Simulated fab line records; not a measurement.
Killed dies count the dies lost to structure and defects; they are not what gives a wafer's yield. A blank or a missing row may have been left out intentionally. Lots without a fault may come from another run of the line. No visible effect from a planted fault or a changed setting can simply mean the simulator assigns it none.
fab line records -- flow sky130
record: lots: 5, wafers: 14, lastDay: 48
route steps=708 shown RES_XHIGH@334 SD_N@342 PAD_OPEN@708
lots that met no fault: from a run of the same line without faults
startH: start of the lot's first displayed wafer, in hours after the record's first day -- waitH: how many hours have passed since the lot's step before this one -- " same as the row above -- L1.1+2: a single row standing in for several wafers -- - no value, or no start was given -- * or withheld: withheld -- < > ~ a bound
route shown NAME@n: a module of which the file shows steps, and the number in the route of the first -- usual: mean/standard deviation of fault-free wafers -- same: alike in all rows -- chamber/n: place in a boat -- sites: readings site by site -- _std_site: their standard deviation -- _edge_site: outer sites' mean less inner sites' -- radiusMm: how far each site lies from the wafer's centre -- mask NAME#n: copy n -- behind: the tool/chamber that last shaped the wafer -- hold: why the lot was held/for how many hours/how that ended -- device: the transistor (n, p or np) that didn't switch -- end of line: the route-end tests of the same wafers -- for a step that has no rows: nothing shown but its recipe -- killed: count of dies lost to structure and defects at first sort (not the wafer's yield) -- map: shows each die of a wafer: x if killed, . if not, _ if none is there
set.NAME: the setting that was run; set.NAME@STEP: the one run at that earlier step -- model.NAME: the simulator's own value behind a step, which no gauge read
lots at some steps of the route; a table a step, a row a wafer
services: when a tool's chamber went out of use (startH, in hours from the record's first day, below 0 if earlier), for how many hours, and the reason
== steps ==
step: SKY_RES_XHIGH_COAT_02
recipe: resist: NOVOLAK, spinRpm: 3000, resistThkNm: 1140
step: SKY_RES_XHIGH_SOFTBAKE_03
recipe: tempC: 90, timeS: 60, resist: NOVOLAK
step: SKY_RES_XHIGH_EXPOSE_04
recipe: maskId: URPM, na: 0.6, sourceShape: conventional, sigmaOuter: 0.6, polarization: unpolarized, targetCdNm: 1270, doseMj: 140
step: SKY_RES_XHIGH_PEB_05
recipe: tempC: withheld, timeS: *, resist: NOVOLAK
step: SKY_RES_XHIGH_DEVELOP_06
recipe: resist: NOVOLAK, developer: TMAH, developTimeS: 60, devTempC: 23
step: SKY_RES_XHIGH_IMPLANT_07
recipe: species: BF2, energyKev: 20, doseCm2: 3.6e+14, tiltDeg: 0
step: SKY_RES_XHIGH_STRIP_08
recipe: chemistry: O2/N2, powerW: 1400, pressureMtorr: 1500, platenTempC: withheld, o2FlowSccm: 3000, n2FlowSccm: 300, overashFraction: 0.5
usual: drypumpMotorCurrentA: 5.8/0.43, oesProductAu: 0.711/0.0047, stripTimeToEndpointS: 14.27/0.037
lot.wafer,tool,chamber,startH,waitH,drypumpMotorCurrentA,oesProductAu,rfHoursCounterH,stripTimeToEndpointS
L228.2,plasmaAsher-01,0,671.25,0.1,6.0,0.708,81,14.27
L228.3,plasmaAsher-01,1,671.25,0.1,5.3,0.703,-,14.24
L228.5,plasmaAsher-01,1,671.25,0.1,5.3,0.713,-,14.27
L227.1,plasmaAsher-04,1,673.15,0.1,6.5,0.711,54,14.22
L227.4,plasmaAsher-04,0,673.15,0.1,6.0,0.716,-,14.24
L227.6,plasmaAsher-04,0,673.15,0.1,6.0,0.709,-,14.20
L232.1,plasmaAsher-02,1,700.35,0.1,5.3,0.720,110,14.28
L232.2,plasmaAsher-02,0,700.35,0.1,5.6,0.722,110,14.23
L232.6,plasmaAsher-02,0,700.35,0.1,5.6,0.702,-,14.27
L234.1,plasmaAsher-04,1,719.05,0.1,6.5,0.706,58,14.27
L234.2,plasmaAsher-04,0,719.05,0.1,6.0,0.716,58,14.21
L234.3,plasmaAsher-04,1,719.05,0.1,6.4,0.705,-,14.24
L238.3,plasmaAsher-01,0,739.48,0.1,6.0,0.712,-,14.30
L238.6,plasmaAsher-01,0,739.48,0.1,6.0,0.710,-,14.28
step: SKY_RES_XHIGH_TW_MEAS_09
usual: RES_XHIGH_TW: 1613/15
lot.wafer,tool,chamber,startH,waitH,RES_XHIGH_TW
L228.2,filmMetro-01,-,671.36,0.1,1598
L228.3,filmMetro-01,-,671.36,0.1,1605
L228.5,filmMetro-01,-,671.36,0.1,1590
L227.1,filmMetro-01,-,673.25,0.1,1607
L227.4,filmMetro-01,-,673.25,0.1,1603
L227.6,filmMetro-01,-,673.25,0.1,1609
L232.1,filmMetro-02,-,700.45,0.1,1629
L232.2,filmMetro-02,-,700.45,0.1,1629
L232.6,filmMetro-02,-,700.45,0.1,1633
L234.1,filmMetro-03,-,719.15,0.1,1601
L234.2,filmMetro-03,-,719.15,0.1,1603
L234.3,filmMetro-03,-,719.15,0.1,1602
L238.3,filmMetro-01,-,739.57,0.1,1594
L238.6,filmMetro-01,-,739.57,0.1,1598
step: SKY_SD_N_DEHYDRATE_00
recipe: tempC: 200, timeS: 60
step: SKY_SD_N_HMDS_01
recipe: primeTimeS: 60, primeTempC: 120
step: SKY_SD_N_COAT_02
recipe: resist: NOVOLAK, spinRpm: 3000, resistThkNm: 1140
step: SKY_SD_N_SOFTBAKE_03
recipe: tempC: 90, timeS: 60, resist: NOVOLAK
step: SKY_SD_N_EXPOSE_04
recipe: maskId: NSDM, na: 0.6, sourceShape: conventional, sigmaOuter: 0.6, polarization: unpolarized, targetCdNm: 380, doseMj: 141
usual: exposureDoseMJCm2: 141.1/0.36
lot.wafer,tool,chamber,startH,waitH,mask,exposureDoseMJCm2
L228.2,ilineStepper-02,0,685.07,-,NSDM#0,140.9
L228.3,ilineStepper-02,0,685.07,-,NSDM#0,141.0
L228.5,ilineStepper-02,0,685.07,-,NSDM#0,140.7
L227.1,ilineStepper-02,0,686.98,-,NSDM#0,141.0
L227.4,ilineStepper-02,0,686.98,-,NSDM#0,140.8
L227.6,ilineStepper-02,0,686.98,-,NSDM#0,141.0
L232.1,ilineStepper-01,0,714.50,-,NSDM#0,141.6
L232.2,ilineStepper-01,0,714.50,-,NSDM#0,141.8
L232.6,ilineStepper-01,0,714.50,-,NSDM#0,141.7
L234.1,ilineStepper-02,0,732.85,-,NSDM#0,140.8
L234.2,ilineStepper-02,0,732.85,-,NSDM#0,140.8
L234.3,ilineStepper-02,0,732.85,-,NSDM#0,140.9
L238.3,ilineStepper-02,0,753.21,-,NSDM#0,142.7
L238.6,ilineStepper-02,0,753.21,-,NSDM#0,142.6
step: SKY_SD_N_PEB_05
recipe: tempC: withheld, timeS: *, resist: NOVOLAK
step: SKY_SD_N_DEVELOP_06
recipe: resist: NOVOLAK, developer: TMAH, developTimeS: 60, devTempC: 23
step: SKY_SD_N_CD_MEAS_07
recipe: targetCdNm: 380
usual: cdNm: 380.5/2.5
lot.wafer,tool,chamber,startH,waitH,hold,cdNm
L228.2,cdSem-01,-,698.82,0.1,-,376.3
L228.3,cdSem-01,-,698.82,0.1,-,377.1
L228.5,cdSem-01,-,698.82,0.1,-,377.5
L227.1,cdSem-02,-,700.33,0.1,-,379.3
L227.4,cdSem-02,-,700.33,0.1,-,377.3
L227.6,cdSem-02,-,700.33,0.1,-,379.7
L232.1,cdSem-01,-,727.63,0.1,-,380.8
L232.2,cdSem-01,-,727.63,0.1,-,380.0
L232.6,cdSem-01,-,727.63,0.1,-,381.6
L234.1,cdSem-01,-,745.87,0.1,-,384.4
L234.2,cdSem-01,-,745.87,0.1,-,383.4
L234.3,cdSem-01,-,745.87,0.1,-,383.3
L238.3,cdSem-02,-,765.22,0.1,awaitDispo/0.2h/release,363.9
L238.6,cdSem-02,-,765.22,0.1,awaitDispo/0.2h/release,365.1
L238.3,cdSem-02,-,765.73,0.5,-,364.3
L238.6,cdSem-02,-,765.73,0.5,-,365.5
step: SKY_SD_N_OVL_MEAS_08
usual: SD_N_OVL: -1.2/1.6
lot.wafer,tool,chamber,startH,waitH,hold,SD_N_OVL[nm]
L228.2,overlay-01,-,698.92,0.1,-,-1.9
L228.3,overlay-01,-,698.92,0.1,-,-2.0
L228.5,overlay-01,-,698.92,0.1,-,0.2
L227.1,overlay-02,-,700.45,0.1,-,0.2
L227.4,overlay-02,-,700.45,0.1,-,1.9
L227.6,overlay-02,-,700.45,0.1,-,2.6
L232.1,overlay-01,-,727.75,0.1,-,-2.5
L232.2,overlay-01,-,727.75,0.1,-,-2.3
L232.6,overlay-01,-,727.75,0.1,-,-4.1
L234.1,overlay-02,-,745.99,0.1,-,-0.3
L234.2,overlay-02,-,745.99,0.1,-,-1.2
L234.3,overlay-02,-,745.99,0.1,-,-0.8
L238.3,overlay-01,-,767.51,1.8,awaitDispo/1.7h/release,1.0
L238.6,overlay-01,-,767.51,1.8,awaitDispo/1.7h/release,-1.3
step: SKY_PAD_OPEN_PROBE_99
usual: killed_at_M0_to_M3: 43/6.5, killed_at_M4_up: 3.3/2, killedAtContacts: 24/5.2, killedAtFrontEnd: 16/4.2, killedAtOther: 0.3/0.6, killedDies: 87/9.3, killedOpen: 47/7.8, killedShort: 39/6.2
same: grossDies: 492, killedAtBackSide: 0
lot.wafer,tool,chamber,startH,waitH,killed_at_M0_to_M3,killed_at_M4_up,killedAtContacts,killedAtFrontEnd,killedAtOther,killedDies,killedOpen,killedShort
L228.2,prober-02,-,1111.60,0.1,32,4,29,13,0,78,49,29
L228.3,prober-02,-,1111.65,0.2,37,2,34,19,0,92,47,45
L228.5,prober-02,-,1111.75,0.2,38,6,31,14,1,90,53,37
L234.1,prober-02,-,1147.13,0.1,41,2,32,24,1,100,67,31
L234.2,prober-02,-,1147.18,0.1,43,7,27,12,0,89,40,47
L234.3,prober-02,-,1147.23,0.2,37,1,23,13,1,75,45,30
killed by level:class
L228.2 CONTACT:geometricParticle:open=16 VIA1:geometricParticle:open=12 LI_CONTACT:geometricParticle:open=7 FIELD_ISO:geometricParticle:open=6 METAL2:geometricParticle:short=6 METAL4:geometricParticle:short=4 VIA2:geometricParticle:open=4 LOCAL_INTERCONNECT:geometricParticle:short=3
L228.3 VIA2:geometricParticle:open=11 CONTACT:geometricParticle:short=10 CONTACT:geometricParticle:open=9 METAL1:geometricParticle:short=8 FIELD_ISO:geometricParticle:short=7 LI_CONTACT:geometricParticle:open=7 FIELD_ISO:geometricParticle:open=4 POLY_GATE:geometricParticle:open=4
L228.5 CONTACT:geometricParticle:open=12 CONTACT:geometricParticle:short=10 VIA2:geometricParticle:open=8 VIA1:geometricParticle:open=7 LI_CONTACT:geometricParticle:open=6 FIELD_ISO:geometricParticle:short=5 METAL3:geometricParticle:short=5 FIELD_ISO:geometricParticle:open=4
L234.1 CONTACT:geometricParticle:open=19 VIA1:geometricParticle:open=16 METAL1:geometricParticle:short=8 LI_CONTACT:geometricParticle:open=7 FIELD_ISO:geometricParticle:open=6 POLY_GATE:geometricParticle:open=5 FIELD_ISO:geometricParticle:short=4 METAL2:geometricParticle:short=4
L234.2 CONTACT:geometricParticle:open=10 METAL1:geometricParticle:short=8 LI_CONTACT:geometricParticle:open=7 VIA1:geometricParticle:open=7 VIA1:geometricParticle:short=7 LI_CONTACT:geometricParticle:short=6 METAL4:geometricParticle:short=6 FIELD_ISO:geometricParticle:short=4
L234.3 CONTACT:geometricParticle:open=12 VIA1:geometricParticle:open=10 VIA2:geometricParticle:open=8 CONTACT:geometricParticle:short=6 METAL2:geometricParticle:short=6 FIELD_ISO:geometricParticle:open=5 LI_CONTACT:geometricParticle:open=3 METAL1:geometricParticle:short=3
== services ==
tool,chamber,startH,hours,kind
ilineStepper-01,-,649.20,1.7,pm
plasmaAsher-01,-,652.23,0.6,repair
ilineStepper-01,0,670.05,-,calibration
plasmaAsher-02,-,676.57,8.3,repair
plasmaAsher-02,-,679.12,1.8,repair
plasmaAsher-01,-,679.83,4.3,pm
plasmaAsher-04,-,691.78,16.8,repair
ilineStepper-01,-,692.34,3.8,repair
plasmaAsher-02,-,697.77,1.1,repair
ilineStepper-02,-,709.68,8.7,repair
plasmaAsher-01,-,721.49,3.9,repair
ilineStepper-02,-,729.05,1.7,pm
plasmaAsher-02,-,733.75,9.0,pm
plasmaAsher-02,0,733.75,9.0,ventCycle
plasmaAsher-02,1,733.75,9.0,ventCycle
plasmaAsher-02,0,742.75,-,clean
plasmaAsher-02,1,742.75,-,clean
plasmaAsher-04,-,746.30,7.0,repair
== key ==
firstSign: step: SKY_SD_N_EXPOSE_04, reading: exposureDoseMJCm2, direction: up, sigmas: 4.2, usual: *, struck: *
effect: step: SKY_SD_N_CD_MEAS_07, reading: visit, direction: added, through: controlLoop
effect: step: SKY_SD_N_CD_MEAS_07, reading: cdNm, direction: down, sigmas: 6.4, usual: 380.5, struck: 364.5, through: controlLoop
metAt SKY_SD_N_EXPOSE_04
struckWafers L238.3,L238.6
testerLeftOut L238
loopTrim: step: SKY_SD_N_EXPOSE_04, setting: dose, lots: L238
onsetBetween 732.85 753.21
fault: kind: processParameterDrift, tool: ilineStepper-02, chamber: -, onsetH: 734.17, steps: SKY_SD_N_EXPOSE_04, channel: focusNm, offset: 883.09, spreadByWafer: 0.3, shape: step, endH: 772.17
testerLeftOut: of these lots the tester's yield and bins aren't shown, on N5 and GAA mostly nor the transistor test; their killed dies are dies lost to structure and defects alone, not to doping, threshold or leakage, so they don't give the yield
loopTrim: a control loop set the setting to another value than it would have without faults
